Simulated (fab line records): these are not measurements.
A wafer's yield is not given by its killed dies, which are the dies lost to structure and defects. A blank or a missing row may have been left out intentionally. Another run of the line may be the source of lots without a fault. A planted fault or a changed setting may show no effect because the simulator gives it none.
Which tool is to blame? || flow sfqLine || Sampling: 15 lots, 43 wafers, 2 of 325 route steps

WHAT THE GAUGES SHOWED, per wafer
SFQ_I3_BOW_MEAS_922.
{"lot": "L914", "measured": "day 37 06:03", "on": "filmMetro-02", "I3_BOW (um)": "2 2 2"}
{"lot": "L915", "measured": "day 37 12:03", "on": "filmMetro-02", "I3_BOW (um)": "-4 5 -5"}
{"lot": "L916", "measured": "day 37 19:13", "on": "filmMetro-01", "I3_BOW (um)": "1 -4 -12"}
{"lot": "L917", "measured": "day 38 00:25", "on": "filmMetro-02", "I3_BOW (um)": "5 19 7"}
{"lot": "L918", "measured": "day 38 10:37", "on": "filmMetro-01", "I3_BOW (um)": "-3 3 -7"}
{"lot": "L921", "measured": "day 39 05:54", "on": "filmMetro-01", "I3_BOW (um)": "6 10 5"}
{"lot": "L922", "measured": "day 39 07:06", "on": "filmMetro-02", "I3_BOW (um)": "-5 5 -5"}
{"lot": "L923", "measured": "day 40 00:37", "on": "filmMetro-02", "I3_BOW (um)": "-2 0 -3"}
{"lot": "L925", "measured": "day 40 10:56", "on": "filmMetro-04", "I3_BOW (um)": "-4 7"}
{"lot": "L926", "measured": "day 40 22:56", "on": "filmMetro-01", "I3_BOW (um)": "-5 -5"}
{"lot": "L929", "measured": "day 43 13:42", "on": "filmMetro-02", "I3_BOW (um)": "6 12 25"}
{"lot": "L933", "measured": "day 45 09:07", "on": "filmMetro-04", "I3_BOW (um)": "15 26 7"}
{"lot": "L935", "measured": "day 46 09:14", "on": "filmMetro-01", "I3_BOW (um)": "-10 9 6"}
{"lot": "L936", "measured": "day 46 16:16", "on": "filmMetro-01", "I3_BOW (um)": "2 11 5"}
{"lot": "L937", "measured": "day 47 01:14", "on": "filmMetro-04", "I3_BOW (um)": "-11 -2 -2"}

WHAT TOOL EACH LOT RAN ON (gives the tool, then ch and the chambers of the sampled wafers, and finally the start)
{"lot": "L914", "SFQ_TRILAYER_I2_VIA_BARC_OPEN_VIA_ETCH_096": "rieDiel-01 ch 0,1, day 30 04:55"}
{"lot": "L915", "SFQ_TRILAYER_I2_VIA_BARC_OPEN_VIA_ETCH_096": "rieDiel-01 ch 0,3, day 30 12:07"}
{"lot": "L916", "SFQ_TRILAYER_I2_VIA_BARC_OPEN_VIA_ETCH_096": "rieDiel-03 ch 2,3, day 30 21:45"}
{"lot": "L917", "SFQ_TRILAYER_I2_VIA_BARC_OPEN_VIA_ETCH_096": "rieDiel-01 ch 0,2,3, day 31 03:15"}
{"lot": "L918", "SFQ_TRILAYER_I2_VIA_BARC_OPEN_VIA_ETCH_096": "rieDiel-01 ch 0,1, day 31 11:39"}
{"lot": "L921", "SFQ_TRILAYER_I2_VIA_BARC_OPEN_VIA_ETCH_096": "rieDiel-04 ch 1,2, day 32 17:39"}
{"lot": "L922", "SFQ_TRILAYER_I2_VIA_BARC_OPEN_VIA_ETCH_096": "rieDiel-03 ch 2,3, day 32 18:51"}
{"lot": "L923", "SFQ_TRILAYER_I2_VIA_BARC_OPEN_VIA_ETCH_096": "rieDiel-04 ch 2,3, day 33 10:07"}
{"lot": "L925", "SFQ_TRILAYER_I2_VIA_BARC_OPEN_VIA_ETCH_096": "rieDiel-04 ch 1, day 34 05:19"}
{"lot": "L926", "SFQ_TRILAYER_I2_VIA_BARC_OPEN_VIA_ETCH_096": "rieDiel-01 ch 0,3, day 34 14:55"}
{"lot": "L929", "SFQ_TRILAYER_I2_VIA_BARC_OPEN_VIA_ETCH_096": "rieDiel-01 ch 0,1,3, day 36 22:24"}
{"lot": "L933", "SFQ_TRILAYER_I2_VIA_BARC_OPEN_VIA_ETCH_096": "rieDiel-03 ch 0,3, day 38 11:26"}
{"lot": "L935", "SFQ_TRILAYER_I2_VIA_BARC_OPEN_VIA_ETCH_096": "rieDiel-03 ch 2,3, day 39 04:14"}
{"lot": "L936", "SFQ_TRILAYER_I2_VIA_BARC_OPEN_VIA_ETCH_096": "rieDiel-01 ch 0,2, day 39 13:58"}
{"lot": "L937", "SFQ_TRILAYER_I2_VIA_BARC_OPEN_VIA_ETCH_096": "rieDiel-03 ch 0,2,3, day 39 23:34"}
- SFQ_TRILAYER_I2_VIA_BARC_OPEN_VIA_ETCH_096: etches BARC in O2, target depth 125 nm, time 41.7 s.

WHAT THE TOOLS THEMSELVES READ (means of the sampled wafers that have a number; where no wafer has one, the mark that the record gives instead)
SFQ_TRILAYER_I2_VIA_BARC_OPEN_VIA_ETCH_096.
{"lot": "L914", "tool": "rieDiel-01", "drypumpMotorCurrentA (A)": 5.5, "oesProductAu (a.u.)": 0.683, "runLengthS (s)": 69.9}
{"lot": "L915", "tool": "rieDiel-01", "drypumpMotorCurrentA (A)": 6.3, "oesProductAu (a.u.)": 0.685, "runLengthS (s)": 69.8}
{"lot": "L916", "tool": "rieDiel-03", "drypumpMotorCurrentA (A)": 5.8, "oesProductAu (a.u.)": 0.687, "runLengthS (s)": 70.5}
{"lot": "L917", "tool": "rieDiel-01", "drypumpMotorCurrentA (A)": 6.1, "oesProductAu (a.u.)": 0.690, "runLengthS (s)": 70.1}
{"lot": "L918", "tool": "rieDiel-01", "drypumpMotorCurrentA (A)": 5.5, "oesProductAu (a.u.)": 0.688, "runLengthS (s)": 70.1}
{"lot": "L921", "tool": "rieDiel-04", "drypumpMotorCurrentA (A)": 5.4, "oesProductAu (a.u.)": 0.686, "runLengthS (s)": 70.0}
{"lot": "L922", "tool": "rieDiel-03", "drypumpMotorCurrentA (A)": 5.8, "oesProductAu (a.u.)": 0.687, "runLengthS (s)": 70.4}
{"lot": "L923", "tool": "rieDiel-04", "drypumpMotorCurrentA (A)": 5.6, "oesProductAu (a.u.)": 0.685, "runLengthS (s)": 70.0}
{"lot": "L925", "tool": "rieDiel-04", "drypumpMotorCurrentA (A)": 5.3, "oesProductAu (a.u.)": 0.690, "runLengthS (s)": 69.8}
{"lot": "L926", "tool": "rieDiel-01", "drypumpMotorCurrentA (A)": 6.2, "oesProductAu (a.u.)": 0.679, "runLengthS (s)": 70.2}
{"lot": "L929", "tool": "rieDiel-01", "drypumpMotorCurrentA (A)": 5.9, "oesProductAu (a.u.)": 0.690, "runLengthS (s)": 70.0}
{"lot": "L933", "tool": "rieDiel-03", "drypumpMotorCurrentA (A)": 5.5, "oesProductAu (a.u.)": 0.685, "runLengthS (s)": 70.4}
{"lot": "L935", "tool": "rieDiel-03", "drypumpMotorCurrentA (A)": 5.7, "oesProductAu (a.u.)": 0.683, "runLengthS (s)": 70.6}
{"lot": "L936", "tool": "rieDiel-01", "drypumpMotorCurrentA (A)": 5.7, "oesProductAu (a.u.)": 0.688, "runLengthS (s)": 70.0}
{"lot": "L937", "tool": "rieDiel-03", "drypumpMotorCurrentA (A)": 5.6, "oesProductAu (a.u.)": 0.685, "runLengthS (s)": 70.4}

THE ANSWER, worked out from the rows above alone
Rule: the lots themselves supply what counts as usual. Put in order of their means at a reading, lots are off if they are a third of the lots or fewer, leave a main group of 4 or more, and stand apart from it by a gap of 3 or more times the standard deviation of the main group's means; of several such gaps the widest counts. A main group whose means are all the same, to the digits that the tables above print for the reading, isn't used. A lot without any number at a reading at which 4 lots or more have one is off too. All remaining lots with rows at the step are treated as sound. Order of review: gauges by route order, followed by the tools' own readings, for which a lot's mean as printed above is used. At the first step where some lot is off, the reading lying furthest off is the one used; lots without a number count as furthest.
None of the lots is off at any reading shown; this tells nothing.

WHAT WAS PUT IN BY THE SIMULATOR
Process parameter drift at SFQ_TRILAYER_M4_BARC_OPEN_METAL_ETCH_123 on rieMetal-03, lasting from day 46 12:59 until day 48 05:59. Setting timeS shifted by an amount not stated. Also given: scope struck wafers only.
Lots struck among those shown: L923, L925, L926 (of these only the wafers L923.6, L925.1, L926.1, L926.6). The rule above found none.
